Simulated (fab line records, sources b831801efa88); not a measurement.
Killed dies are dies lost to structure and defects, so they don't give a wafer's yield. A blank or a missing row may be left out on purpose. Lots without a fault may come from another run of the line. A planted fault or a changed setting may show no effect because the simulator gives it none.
fab line records | flow sky130
record lots=24 wafers=72 last_day=50
route steps=708 shown POLY_GATE@218 VIA1@473 METAL3@535 CAP2M@617 METAL4@631
lots that met no fault: from a run of the same line without faults
start_h: hours from the record's first day to the start of the lot's first wafer shown | wait_h: hours since the lot's step before | " the same as in the row above | L1.1+2: a row that stands for several wafers | - no value, or no start given | * or withheld: withheld | < > ~ a bound
route shown NAME@n: a module of which the file shows steps, and the number in the route of the first | usual: mean/standard deviation of fault-free wafers | same: alike in all rows | chamber/n: place in a boat | sites: the reading at each site | _std_site: their standard deviation | _edge_site: outer sites' mean less inner sites' | radius_mm: how far each site lies from the wafer's centre | mask NAME#n: copy n | behind: the tool/chamber that last shaped the wafer | hold: why the lot was held/for how many hours/how that ended | device: the transistor (n, p or np) that didn't switch | end of line: the same wafers' tests at the end of the route | a step without rows: its recipe alone | killed: dies lost to structure and defects at the first sort, not the wafer's yield | map: a wafer's dies, x killed, . not, _ none there
set.NAME: the setting as run; set.NAME@STEP: as run at that earlier step | model.NAME: the simulator's own value behind a step, which no gauge read
steps of the route over a sample of lots; a table a step, a row a wafer
services: from which hour (start_h, from the record's first day; less than 0 if before it) a tool's chamber was out of use, for how many hours, and why
## steps
# step SKY_POLY_GATE_THK_MEAS_04
# recipe reads=Si3N4_of_POLY_GATE_CVD_03
# usual POLY_GATE_CVD_03_THK=74.9/0.63
# columns lot.wafer tool chamber start_h wait_h POLY_GATE_CVD_03_THK[nm]
L074.1 film_metro-01 - 332.42 0.0 74.8
L074.2 " - " " 75.2
L074.3 " - " " 74.9
L075.2 film_metro-02 - 341.13 0.0 73.9
L075.3 " - " " 74.8
L075.5 " - " " 74.5
L076.2 film_metro-01 - 351.26 0.0 75.2
L076.3 " - " " 75.5
L076.6 " - " " 74.6
L077.3 film_metro-02 - 391.99 0.0 74.8
L077.4 " - " " 74.8
L077.5 " - " " 74.6
L079.2 film_metro-02 - 404.91 0.0 74.9
L079.4 " - " " 74.4
L079.6 " - " " 74.6
L078.4 film_metro-02 - 410.27 0.0 75.7
L078.5 " - " " 75.4
L078.6 " - " " 74.8
L080.1 film_metro-02 - 413.38 0.0 74.6
L080.3 " - " " 75.0
L080.6 " - " " 75.1
L081.1 film_metro-02 - 422.26 0.0 74.8
L081.5 " - " " 74.7
L081.6 " - " " 74.4
L082.3 film_metro-04 - 427.68 0.0 75.0
L082.4 " - " " 75.0
L082.5 " - " " 75.0
L084.3 film_metro-02 - 430.09 0.0 74.1
L084.5 " - " " 74.2
L084.6 " - " " 74.2
L083.3 film_metro-01 - 430.13 0.1 75.7
L083.4 " - " " 75.6
L083.5 " - " " 75.6
L086.1 film_metro-01 - 449.10 0.0 74.6
L086.2 " - " " 74.6
L086.6 " - " " 75.1
L085.1 film_metro-01 - 454.70 0.0 74.6
L085.5 " - " " 74.2
L085.6 " - " " 74.5
L087.2 film_metro-04 - 457.68 0.0 73.8
L087.3 " - " " 74.5
L087.6 " - " " 74.5
L088.1 film_metro-01 - 464.95 0.0 75.3
L088.3 " - " " 74.9
L088.4 " - " " 75.7
L089.1 film_metro-01 - 473.70 0.0 74.2
L089.5 " - " " 74.5
L089.6 " - " " 73.7
L090.1 film_metro-01 - 478.15 0.0 74.5
L090.2 " - " " 74.6
L090.6 " - " " 74.3
L091.1 film_metro-04 - 484.66 0.0 76.7
L091.3 " - " " 76.3
L091.5 " - " " 76.8
L092.1 film_metro-02 - 494.39 0.0 76.0
L092.3 " - " " 75.3
L092.6 " - " " 75.6
L093.1 film_metro-01 - 501.42 0.0 75.3
L093.3 " - " " 75.3
L093.4 " - " " 75.3
L094.1 film_metro-04 - 517.51 0.0 74.9
L094.2 " - " " 74.4
L094.6 " - " " 75.4
L095.1 film_metro-04 - 523.50 0.0 74.8
L095.3 " - " " 75.5
L095.6 " - " " 75.5
L096.1 film_metro-02 - 527.79 0.0 75.7
L096.4 " - " " 75.4
L096.6 " - " " 76.2
L097.1 film_metro-02 - 537.75 0.0 76.4
L097.2 " - " " 76.4
L097.3 " - " " 75.7
# step SKY_VIA1_ETCH_15
# recipe target=SiO2 chemistry=C4F8/O2/Ar target_depth_nm=351 stop_on=TiN mask_material=KrF-thick source_w=1500 bias_w=1200 pressure_mtorr=40 c4f8_flow_sccm=withheld O2_flow_sccm=6 Ar_flow_sccm=300 time_s=54
# usual oes_product_au=0.981/0.0056
# columns lot.wafer tool chamber start_h wait_h oes_product_au rf_hours_counter_h
L074.1 rie_diel-02 1 782.77 0.0 0.981 1
L074.2 " 0 " " 0.981 7
L074.3 " 2 " " 0.980 8
L075.2 rie_diel-01 3 786.01 0.0 0.977 18
L075.3 " 1 " " 0.978 6
L075.5 " 0 " " 0.978 -
L076.2 rie_diel-03 0 800.12 0.0 0.976 8
L076.3 " 3 " " 0.987 24
L076.6 " 0 " " 0.985 -
L077.3 rie_diel-01 1 840.61 0.0 0.981 8
L077.4 " 2 " " 0.984 7
L077.5 " 1 " " 0.987 -
L079.2 rie_diel-02 0 850.82 0.0 0.986 8
L079.4 " 2 " " 0.971 10
L079.6 " 1 " " 0.984 -
L078.4 rie_diel-03 1 853.84 0.0 0.984 -
L078.5 " 0 " " 0.986 -
L078.6 " 3 " " 0.975 -
L080.1 rie_diel-01 1 857.43 0.0 0.981 9
L080.3 " 3 " " 0.975 20
L080.6 " 1 " " 0.984 -
L081.1 rie_diel-02 2 863.42 0.0 0.984 10
L081.5 " 3 " " 0.980 -
L081.6 " 0 " " 0.988 -
L082.3 rie_diel-03 0 868.77 0.0 0.981 10
L082.4 " 2 " " 0.986 14
L082.5 " 2 " " 0.972 -
L084.3 rie_diel-01 1 873.87 0.0 0.991 9
L084.5 " 0 " " 0.976 -
L084.6 " 3 " " 0.976 -
L083.3 rie_diel-03 2 874.28 0.0 0.980 14
L083.4 " 0 " " 0.983 -
L083.5 " 1 " " 0.983 -
L086.1 rie_diel-02 3 888.61 0.0 0.979 12
L086.2 " 2 " " 0.979 10
L086.6 " 1 " " 0.986 -
L085.1 rie_diel-02 0 890.02 0.0 0.987 9
L085.5 " 1 " " 0.979 -
L085.6 " 2 " " 0.990 -
L087.2 rie_diel-01 3 894.13 0.0 0.970 21
L087.3 " 2 " " 0.977 9
L087.6 " 1 " " 0.981 -
L088.1 rie_diel-02 1 902.28 0.0 0.985 3
L088.3 " 3 " " 0.985 12
L088.4 " 2 " " 0.987 11
L089.1 rie_diel-01 3 906.23 0.0 0.971 22
L089.5 " 3 " " 0.983 -
L089.6 " 0 " " 0.980 -
L090.1 rie_diel-01 1 914.21 0.0 0.972 11
L090.2 " 0 " " 0.978 7
L090.6 " 2 " " 0.984 -
L091.1 rie_diel-03 3 915.73 0.0 0.988 0
L091.3 " 2 " " 0.985 16
L091.5 " 3 " " 0.977 -
L092.1 rie_diel-01 2 923.81 0.0 0.992 10
L092.3 " 0 " " 0.980 7
L092.6 " 3 " " 0.971 -
L093.1 rie_diel-01 2 929.72 0.0 0.981 10
L093.3 " 3 " " 0.981 22
L093.4 " 0 " " 0.974 7
L094.1 rie_diel-01 2 943.21 0.0 0.979 11
L094.2 " 3 " " 0.983 23
L094.6 " 2 " " 0.989 -
L095.1 rie_diel-03 0 948.81 0.0 0.979 13
L095.3 " 1 " " 0.978 14
L095.6 " 3 " " 0.984 -
L096.1 rie_diel-02 3 952.28 0.0 0.992 14
L096.4 " 1 " " 0.986 5
L096.6 " 2 " " 0.988 -
L097.1 rie_diel-03 2 958.51 0.0 0.984 17
L097.2 " 1 " " 0.985 14
L097.3 " 0 " " 0.981 13
# step SKY_VIA1_SPUTTER_20
# recipe material=TiN target_thk_nm=20 chamber_pressure_pa=5 power_w=4000 time_s=80
# usual throttle_valve_pct=30.0/0.8
# columns lot.wafer tool chamber start_h wait_h throttle_valve_pct
L074.1 pvd_sputter-02 - 783.40 0.0 31.9
L074.2 " - " " 30.1
L074.3 " - " " 29.7
L075.2 pvd_sputter-03 - 786.65 0.0 30.1
L075.3 " - " " 29.1
L075.5 " - " " 29.4
L076.2 pvd_sputter-02 - 800.75 0.0 29.7
L076.3 " - " " 31.9
L076.6 " - " " 29.9
L077.3 pvd_sputter-02 - 841.29 0.0 32.0
L077.4 " - " " 29.6
L077.5 " - " " 30.2
L079.2 pvd_sputter-01 - 851.46 0.0 29.8
L079.4 " - " " 30.3
L079.6 " - " " 28.9
L078.4 pvd_sputter-03 - 854.49 0.0 30.2
L078.5 " - " " 30.1
L078.6 " - " " 29.1
L080.1 pvd_sputter-02 - 858.07 0.0 29.7
L080.3 " - " " 30.3
L080.6 " - " " 31.8
L081.1 pvd_sputter-02 - 864.06 0.0 29.6
L081.5 " - " " 29.7
L081.6 " - " " 29.7
L082.3 pvd_sputter-01 - 869.41 0.0 30.2
L082.4 " - " " 29.4
L082.5 " - " " 30.2
L084.3 pvd_sputter-01 - 874.54 0.0 30.3
L084.5 " - " " 29.3
L084.6 " - " " 30.5
L083.3 pvd_sputter-03 - 874.92 0.0 28.8
L083.4 " - " " 30.2
L083.5 " - " " 29.2
L086.1 pvd_sputter-03 - 889.28 0.0 30.2
L086.2 " - " " 29.8
L086.6 " - " " 30.3
L085.1 pvd_sputter-01 - 890.66 0.0 29.2
L085.5 " - " " 29.0
L085.6 " - " " 30.5
L087.2 pvd_sputter-03 - 894.77 0.0 29.1
L087.3 " - " " 29.1
L087.6 " - " " 29.9
L088.1 pvd_sputter-02 - 902.96 0.0 29.8
L088.3 " - " " 32.0
L088.4 " - " " 29.9
L089.1 pvd_sputter-02 - 906.90 0.0 30.0
L089.5 " - " " 30.3
L089.6 " - " " 31.9
L090.1 pvd_sputter-01 - 915.37 0.0 30.2
L090.2 " - " " 29.3
L090.6 " - " " 30.4
L091.1 pvd_sputter-03 - 916.50 0.0 29.8
L091.3 " - " " 29.1
L091.5 " - " " 30.0
L092.1 pvd_sputter-01 - 924.49 0.0 29.4
L092.3 " - " " 30.5
L092.6 " - " " 29.3
L093.1 pvd_sputter-01 - 930.36 0.0 30.4
L093.3 " - " " 29.4
L093.4 " - " " 30.2
L094.1 pvd_sputter-01 - 943.85 0.0 30.5
L094.2 " - " " 29.0
L094.6 " - " " 29.4
L095.1 pvd_sputter-02 - 949.45 0.0 31.9
L095.3 " - " " 30.2
L095.6 " - " " 30.2
L096.1 pvd_sputter-03 - 952.92 0.0 29.2
L096.4 " - " " 30.1
L096.6 " - " " 30.0
L097.1 pvd_sputter-02 - 959.15 0.0 32.0
L097.2 " - " " 29.9
L097.3 " - " " 30.0
# step SKY_METAL3_SPUTTER_03
# recipe material=Ti target_thk_nm=5 power_w=3000 time_s=3.3 chamber_pressure_pa=0.4
# usual throttle_valve_pct=29.2/0.92
# columns lot.wafer tool chamber start_h wait_h throttle_valve_pct
L074.1 pvd_sputter-04 - 841.11 0.0 29.1
L074.2 " - " " 27.1
L074.3 " - " " 28.9
L075.2 pvd_sputter-01 - 843.02 0.0 29.4
L075.3 " - " " 30.2
L075.5 " - " " 30.4
L076.2 pvd_sputter-04 - 857.71 0.0 29.2
L076.3 " - " " 29.0
L076.6 " - " " 29.9
L077.3 pvd_sputter-04 - 897.83 0.0 29.2
L077.4 " - " " 28.7
L077.5 " - " " 29.3
L079.2 pvd_sputter-01 - 906.81 0.0 30.5
L079.4 " - " " 29.1
L079.6 " - " " 29.2
L078.4 pvd_sputter-04 - 909.72 0.0 27.0
L078.5 " - " " 28.6
L078.6 " - " " 29.4
L080.1 pvd_sputter-04 - 913.63 0.0 27.0
L080.3 " - " " 29.2
L080.6 " - " " 27.2
L081.1 pvd_sputter-01 - 919.99 0.0 29.4
L081.5 " - " " 29.3
L081.6 " - " " 29.4
L082.3 pvd_sputter-03 - 924.68 0.0 29.1
L082.4 " - " " 29.8
L082.5 " - " " 29.9
L084.3 pvd_sputter-03 - 929.16 0.0 28.8
L084.5 " - " " 30.2
L084.6 " - " " 28.9
L083.3 pvd_sputter-03 - 930.06 0.0 29.0
L083.4 " - " " 29.6
L083.5 " - " " 30.0
L086.1 pvd_sputter-04 - 942.18 0.0 29.4
L086.2 " - " " 29.7
L086.6 " - " " 29.6
L085.1 pvd_sputter-03 - 943.59 0.0 29.0
L085.5 " - " " 30.0
L085.6 " - " " 29.0
L087.2 pvd_sputter-03 - 947.81 0.0 29.9
L087.3 " - " " 29.2
L087.6 " - " " 29.1
L088.1 pvd_sputter-03 - 955.73 0.0 29.0
L088.3 " - " " 29.7
L088.4 " - " " 29.4
L089.1 pvd_sputter-04 - 959.31 0.0 29.6
L089.5 " - " " 26.9
L089.6 " - " " 29.7
L090.1 pvd_sputter-03 - 967.60 0.0 29.4
L090.2 " - " " 30.3
L090.6 " - " " 30.1
L091.1 pvd_sputter-03 - 968.69 0.0 28.8
L091.3 " - " " 29.8
L091.5 " - " " 29.0
L092.1 pvd_sputter-04 - 976.66 0.0 29.9
L092.3 " - " " 27.0
L092.6 " - " " 26.8
L093.1 pvd_sputter-01 - 982.87 0.0 29.6
L093.3 " - " " 30.4
L093.4 " - " " 30.7
L094.1 pvd_sputter-04 - 995.67 0.0 27.2
L094.2 " - " " 29.9
L094.6 " - " " 29.1
L095.1 pvd_sputter-04 - 1000.94 0.0 27.2
L095.3 " - " " 29.6
L095.6 " - " " 29.6
L096.1 pvd_sputter-01 - 1003.97 0.0 29.2
L096.4 " - " " 29.5
L096.6 " - " " 29.2
L097.1 pvd_sputter-03 - 1010.63 0.0 29.6
L097.2 " - " " 29.1
L097.3 " - " " 30.3
# step SKY_CAP2M_STRIP_14
# recipe chemistry=O2/N2 power_w=1400 pressure_mtorr=1500 platen_temp_c=withheld o2_flow_sccm=3000 n2_flow_sccm=300 overash_fraction=0.5
# usual drypump_motor_current_A=5.5/0.6 o2_flow_sccm=2997/9.8 oes_product_au=0.711/0.0047 strip_time_to_endpoint_s=12.65/0.041
# columns lot.wafer tool chamber start_h wait_h drypump_motor_current_A o2_flow_sccm oes_product_au rf_hours_counter_h strip_time_to_endpoint_s
L074.1 plasma_asher-02 0 946.96 0.1 5.9 2994 0.714 113 12.60
L074.2 " 1 " " 6.4 3005 0.709 113 12.61
L074.3 " 0 " " 5.9 3006 0.713 - 12.63
L075.2 plasma_asher-03 1 948.38 0.1 4.9 2981 0.712 81 12.67
L075.3 " 1 " " 4.9 2989 0.714 - 12.66
L075.5 " 0 " " 4.9 2998 0.702 - 12.68
L076.2 plasma_asher-01 1 961.58 0.1 4.9 2987 0.709 19 12.70
L076.3 " 0 " " 6.1 2987 0.717 - 12.65
L076.6 " 0 " " 6.1 2992 0.707 - 12.66
L077.3 plasma_asher-01 0 999.07 0.1 6.0 2996 0.710 - 12.67
L077.4 " 1 " " 4.9 2985 0.709 - 12.64
L077.5 " 1 " " 5.0 2994 0.716 - 12.65
L079.2 plasma_asher-01 0 1007.41 0.1 6.0 3001 0.709 24 12.72
L079.4 " 0 " " 6.0 3003 0.715 - 12.71
L079.6 " 1 " " 4.9 3012 0.717 - 12.67
L078.4 plasma_asher-02 0 1009.46 0.1 5.8 3021 0.711 - 12.63
L078.5 " 1 " " 6.4 3006 0.715 - 12.66
L078.6 " 0 " " 5.8 3010 0.708 - 12.67
L080.1 plasma_asher-02 1 1014.11 0.1 6.4 2999 0.717 120 12.65
L080.3 " 0 " " 5.9 2994 0.721 - 12.63
L080.6 " 1 " " 6.4 2988 0.711 - 12.71
L081.1 plasma_asher-01 1 1019.43 0.1 4.9 3006 0.705 25 12.61
L081.5 " 0 " " 6.0 2998 0.707 - 12.64
L081.6 " 1 " " 4.9 2985 0.712 - 12.64
L082.3 plasma_asher-02 0 1023.76 0.1 5.9 2991 0.713 - 12.61
L082.4 " 1 " " 6.4 3003 0.706 - 12.68
L082.5 " 0 " " 5.9 2993 0.704 - 12.62
L084.3 plasma_asher-01 1 1026.86 0.1 4.9 3001 0.709 - 12.60
L084.5 " 1 " " 4.9 3005 0.716 - 12.70
L084.6 " 0 " " 6.1 2991 0.709 - 12.60
L083.3 plasma_asher-03 0 1028.42 0.1 4.9 3006 0.713 - 12.69
L083.4 " 1 " " 4.9 3010 0.706 - 12.70
L083.5 " 0 " " 4.9 3004 0.713 - 12.70
L086.1 plasma_asher-03 0 1039.26 0.1 4.9 2986 0.716 90 12.66
L086.2 " 1 " " 4.9 2999 0.716 90 12.61
L086.6 " 1 " " 4.9 2998 0.706 - 12.61
L085.1 plasma_asher-01 0 1042.46 0.1 6.0 2985 0.709 27 12.67
L085.5 " 0 " " 6.0 2984 0.714 - 12.64
L085.6 " 1 " " 5.0 2988 0.709 - 12.64
L087.2 plasma_asher-02 0 1044.08 0.1 5.9 2995 0.709 123 12.64
L087.3 " 0 " " 5.9 2972 0.711 - 12.64
L087.6 " 0 " " 5.9 2985 0.709 - 12.56
L088.1 plasma_asher-03 0 1052.43 0.1 4.9 3011 0.712 91 12.64
L088.3 " 0 " " 4.9 3002 0.702 - 12.68
L088.4 " 1 " " 4.9 3006 0.713 - 12.67
L089.1 plasma_asher-01 0 1056.06 0.1 6.0 2997 0.707 28 12.65
L089.5 " 0 " " 6.0 3003 0.712 - 12.62
L089.6 " 1 " " 4.9 3002 0.713 - 12.67
L090.1 plasma_asher-01 0 1063.28 0.1 6.0 3001 0.708 29 12.59
L090.2 " 1 " " 5.0 3004 0.719 29 12.59
L090.6 " 0 " " 6.0 3004 0.708 - 12.58
L091.1 plasma_asher-03 1 1064.73 0.1 4.9 3003 0.713 93 12.74
L091.3 " 1 " " 4.9 3010 0.714 - 12.69
L091.5 " 0 " " 4.9 3000 0.708 - 12.64
L092.1 plasma_asher-02 0 1071.21 0.1 5.8 3004 0.713 1 12.63
L092.3 " 0 " " 5.8 3012 0.712 - 12.62
L092.6 " 0 " " 5.9 2995 0.710 - 12.63
L093.1 plasma_asher-03 1 1076.13 0.1 4.9 3006 0.720 94 12.69
L093.3 " 1 " " 4.9 2997 0.705 - 12.66
L093.4 " 0 " " 4.9 2977 0.713 - 12.63
L094.1 plasma_asher-03 0 1087.68 0.1 4.9 3010 0.717 95 12.62
L094.2 " 1 " " 4.9 3000 0.702 95 12.64
L094.6 " 0 " " 4.9 2998 0.708 - 12.68
L095.1 plasma_asher-01 0 1092.83 0.1 6.0 3005 0.709 32 12.68
L095.3 " 0 " " 6.0 3001 0.708 - 12.72
L095.6 " 1 " " 5.0 2977 0.709 - 12.68
L096.1 plasma_asher-01 0 1093.18 0.1 6.0 2986 0.713 32 12.64
L096.4 " 1 " " 4.9 3004 0.723 - 12.59
L096.6 " 1 " " 4.9 3003 0.709 - 12.61
L097.1 plasma_asher-03 1 1099.68 0.1 4.9 3007 0.710 97 12.55
L097.2 " 0 " " 4.9 2979 0.715 97 12.55
L097.3 " 1 " " 4.9 3008 0.706 - 12.60
# step SKY_METAL4_DESCUM_15
# recipe chemistry=O2 source_power_w=150 bias_power_w=0 pressure_mtorr=10 temp_c=40 time_s=8
# usual drypump_motor_current_A=5.3/0.34 oes_product_au=1.002/0.0095
# columns lot.wafer tool chamber start_h wait_h drypump_motor_current_A oes_product_au rf_hours_counter_h
L074.1 rie_metal-02 0 971.00 0.0 5.5 1.010 5
L074.2 " 1 " " 5.7 1.009 5
L074.3 " 0 " " 5.5 1.008 -
L075.2 rie_metal-02 0 973.49 0.0 5.5 1.012 5
L075.3 " 0 " " 5.5 1.006 -
L075.5 " 0 " " 5.5 1.012 -
L076.2 rie_metal-02 0 986.20 0.0 5.5 1.000 6
L076.3 " 1 " " 5.6 1.009 -
L076.6 " 1 " " 5.6 1.009 -
L077.3 rie_metal-03 1 1022.40 0.0 5.4 1.010 -
L077.4 " 0 " " 4.7 1.008 -
L077.5 " 1 " " 5.4 1.018 -
L079.2 rie_metal-02 1 1030.70 0.0 5.7 1.021 8
L079.4 " 0 " " 5.5 1.012 -
L079.6 " 0 " " 5.5 1.007 -
L078.4 rie_metal-03 0 1032.15 0.0 4.7 0.999 -
L078.5 " 0 " " 4.7 1.008 -
L078.6 " 1 " " 5.4 1.008 -
L080.1 rie_metal-02 0 1037.35 0.0 5.5 1.001 8
L080.3 " 1 " " 5.6 1.004 -
L080.6 " 1 " " 5.6 0.993 -
L081.1 rie_metal-01 0 1042.42 0.0 5.3 0.995 7
L081.5 " 0 " " 5.3 1.001 -
L081.6 " 1 " " 4.7 0.989 -
L082.3 rie_metal-01 0 1046.48 0.0 5.3 0.997 -
L082.4 " 1 " " 4.7 0.990 -
L082.5 " 0 " " 5.3 0.996 -
L084.3 rie_metal-02 0 1049.71 0.0 5.5 1.001 -
L084.5 " 0 " " 5.5 0.997 -
L084.6 " 1 " " 5.6 1.014 -
L083.3 rie_metal-01 1 1051.21 0.0 4.8 0.982 -
L083.4 " 0 " " 5.3 1.003 -
L083.5 " 1 " " 4.7 0.983 -
L086.1 rie_metal-02 0 1061.62 0.0 5.5 1.005 9
L086.2 " 1 " " 5.7 1.017 10
L086.6 " 1 " " 5.6 1.008 -
L085.1 rie_metal-02 1 1064.59 0.0 5.6 1.007 10
L085.5 " 0 " " 5.5 1.014 -
L085.6 " 1 " " 5.6 1.023 -
L087.2 rie_metal-01 1 1066.02 0.0 4.8 0.985 7
L087.3 " 1 " " 4.8 0.996 -
L087.6 " 0 " " 5.3 0.999 -
L088.1 rie_metal-02 1 1074.52 0.0 5.6 1.010 11
L088.3 " 1 " " 5.6 1.004 -
L088.4 " 0 " " 5.5 1.009 -
L089.1 rie_metal-03 1 1077.50 0.0 5.4 0.993 17
L089.5 " 0 " " 4.7 1.008 -
L089.6 " 1 " " 5.4 1.002 -
L090.1 rie_metal-02 1 1084.67 0.0 5.7 1.004 11
L090.2 " 0 " " 5.5 1.007 11
L090.6 " 1 " " 5.6 1.007 -
L091.1 rie_metal-01 1 1085.67 0.0 4.7 0.973 9
L091.3 " 1 " " 4.7 0.993 -
L091.5 " 1 " " 4.7 0.979 -
L092.1 rie_metal-01 1 1091.94 0.0 4.7 0.995 9
L092.3 " 0 " " 5.3 0.999 -
L092.6 " 0 " " 5.3 1.003 -
L093.1 rie_metal-02 1 1097.00 0.0 5.6 1.022 13
L093.3 " 0 " " 5.5 1.004 -
L093.4 " 1 " " 5.7 1.012 -
L094.1 rie_metal-01 1 1108.75 0.0 4.7 0.984 11
L094.2 " 0 " " 5.3 1.002 13
L094.6 " 1 " " 4.7 0.988 -
L095.1 rie_metal-02 1 1114.14 0.0 5.7 1.014 14
L095.3 " 1 " " 5.6 0.999 -
L095.6 " 1 " " 5.7 1.005 -
L096.1 rie_metal-02 0 1114.51 0.0 5.5 1.022 14
L096.4 " 1 " " 5.6 1.024 -
L096.6 " 0 " " 5.5 1.015 -
L097.1 rie_metal-03 0 1121.75 0.0 4.7 0.998 25
L097.2 " 1 " " 5.4 0.995 20
L097.3 " 1 " " 5.4 0.990 -
## services
# columns tool chamber start_h hours kind
rie_diel-01 3 761.38 5.8 repair
pvd_sputter-01 - 767.72 4.1 repair
pvd_sputter-02 - 813.11 4.5 repair
pvd_sputter-03 - 821.82 2.6 repair
pvd_sputter-01 - 828.51 3.0 repair
pvd_sputter-03 - 831.59 0.9 repair
plasma_asher-01 - 849.03 28.1 pm
rie_diel-01 0 878.28 12.3 repair
rie_diel-01 3 911.58 3.2 repair
rie_diel-01 - 916.71 4.3 pm
plasma_asher-03 - 921.55 3.3 repair
pvd_sputter-04 - 923.77 2.0 repair
pvd_sputter-01 - 927.30 2.9 repair
pvd_sputter-03 - 930.74 1.1 repair
rie_metal-02 1 932.22 12.3 repair
rie_diel-01 1 944.63 5.4 repair
plasma_asher-01 - 986.18 2.8 pm
rie_metal-02 - 993.80 2.8 pm
rie_diel-01 1 1004.25 10.0 repair
pvd_sputter-02 - 1060.02 3.7 repair
pvd_sputter-01 - 1074.98 2.1 repair
pvd_sputter-04 - 1075.36 3.0 repair
pvd_sputter-03 - 1089.48 1.0 repair
plasma_asher-01 - 1104.12 0.4 repair
## key
fault none
